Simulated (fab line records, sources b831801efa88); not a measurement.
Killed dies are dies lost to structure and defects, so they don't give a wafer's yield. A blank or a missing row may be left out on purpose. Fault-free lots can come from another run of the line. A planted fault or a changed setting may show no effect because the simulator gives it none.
Which tool is to blame?    flow gf180mcu    Sampling: 11 lots, 33 wafers, 5 of 602 route steps

WHAT THE GAUGES READ, wafer by wafer
GF_CONTACT_RS_MEAS_25: uses a four-point probe to measure.
lot   measured      on             CONTACT_W_RS (ohm/sq)
L560  day 16 10:39  film_metro-01  0.384 0.381 0.384
L568  day 19 16:42  film_metro-03  0.389 0.382 0.382
L570  day 20 09:49  film_metro-01  0.384 0.385 0.386
L571  day 20 14:30  film_metro-03  0.379 0.378 0.381
L572  day 21 00:23  film_metro-01  0.327 0.328 0.327
L573  day 21 05:11  film_metro-03  0.377 0.380 0.379
L574  day 21 12:52  film_metro-03  0.321 0.321 0.323
L575  day 21 21:11  film_metro-01  0.322 0.325 0.326
L578  day 23 02:25  film_metro-03  0.380 0.380 0.380
L580  day 23 16:41  film_metro-02  0.379 0.382 0.377
L582  day 24 10:12  film_metro-03  0.381 0.377 0.379

EACH LOT AND THE TOOL THAT RAN IT (in order: tool; ch and the chambers of the sampled wafers; start)
lot   GF_SALICIDE_SPUTTER_03        GF_CONTACT_ETCH_16                  GF_CONTACT_SPUTTER_23         GF_CONTACT_CVD_24
L560  pvd_sputter-03, day 15 11:20  rie_diel-03 ch 0,1,2, day 16 09:59  pvd_sputter-03, day 16 10:31  cvd_w-02 ch 0,1, day 16 10:33
L568  pvd_sputter-03, day 18 14:25  rie_diel-03 ch 0,1,2, day 19 15:59  pvd_sputter-02, day 19 16:30  cvd_w-01 ch 0,1, day 19 16:34
L570  pvd_sputter-03, day 19 07:26  rie_diel-03 ch 0,2,3, day 20 09:08  pvd_sputter-01, day 20 09:40  cvd_w-01 ch 0,1, day 20 09:43
L571  pvd_sputter-03, day 19 12:17  rie_diel-03 ch 2,3, day 20 13:47    pvd_sputter-01, day 20 14:18  cvd_w-01 ch 0,1, day 20 14:22
L572  pvd_sputter-01, day 19 22:21  rie_diel-02 ch 0,1,3, day 20 23:44  pvd_sputter-03, day 21 00:15  cvd_w-01 ch 0,1, day 21 00:17
L573  pvd_sputter-04, day 20 03:23  rie_diel-02 ch 1,2,3, day 21 04:32  pvd_sputter-03, day 21 05:03  cvd_w-02 ch 0,1, day 21 05:05
L574  pvd_sputter-04, day 20 11:31  rie_diel-02 ch 1,2,3, day 21 12:12  pvd_sputter-02, day 21 12:43  cvd_w-01 ch 0,1, day 21 12:46
L575  pvd_sputter-04, day 20 19:43  rie_diel-03 ch 2,3, day 21 20:27    pvd_sputter-02, day 21 20:59  cvd_w-01 ch 0,1, day 21 21:04
L578  pvd_sputter-01, day 22 01:37  rie_diel-02 ch 0,3, day 23 01:45    pvd_sputter-03, day 23 02:17  cvd_w-02 ch 0,1, day 23 02:19
L580  pvd_sputter-01, day 22 15:40  rie_diel-02 ch 0,1,3, day 23 16:02  pvd_sputter-03, day 23 16:34  cvd_w-02 ch 0,1, day 23 16:35
L582  pvd_sputter-04, day 23 09:35  rie_diel-02 ch 0,1,2, day 24 09:26  pvd_sputter-02, day 24 10:04  cvd_w-02 ch 0,1, day 24 10:06
- GF_SALICIDE_SPUTTER_03: material TiN, target thk 20 nm, time 16.7 s.
- GF_CONTACT_ETCH_16: etches BARC in N2/H2.
- GF_CONTACT_SPUTTER_23: material TiN, target thk 10 nm, time 40 s.
- GF_CONTACT_CVD_24: deposits W, target thk 300 nm, time 90.339 s.

THE ANSWER, worked out from the rows above alone
Rule: usual is defined by the lots themselves. The widest of any qualifying gaps counts: lots, ordered by their means at a reading, are off when they make up no more than a third of the lots, leave a main group of 4 or more, and stand apart from it by 3 or more times the standard deviation of that group's means. A main group is skipped when, at the precision printed for the reading in the tables above, its means are all equal. A lot without any number at a reading at which 4 lots or more have one is off too. Where the step has rows for the other lots, those lots are counted as sound.
Off: at GF_CONTACT_RS_MEAS_25 (CONTACT_W_RS), L572, L574, L575. For the main group the mean is 0.381 ohm/sq and the standard deviation 0.0024.
If a tool, at a process step before that reading, ran all the lots that are off and no sound lot after the first of them, it fits. The gauges at GF_CONTACT_RS_MEAS_25 are tried like those tools. One candidate fits, namely cvd_w-01 at GF_CONTACT_CVD_24. Its last sound lot is L571 (day 20 14:22), its first lot that is off L572 (day 21 00:17): a fault that began between those two fits.

WHAT THE SIMULATOR HAD PUT IN
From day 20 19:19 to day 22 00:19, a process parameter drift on cvd_w-01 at GF_CONTACT_CVD_24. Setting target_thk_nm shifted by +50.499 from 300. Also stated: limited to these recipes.
Shown lots that were struck: L572, L574, L575. The same result came from the rule above.
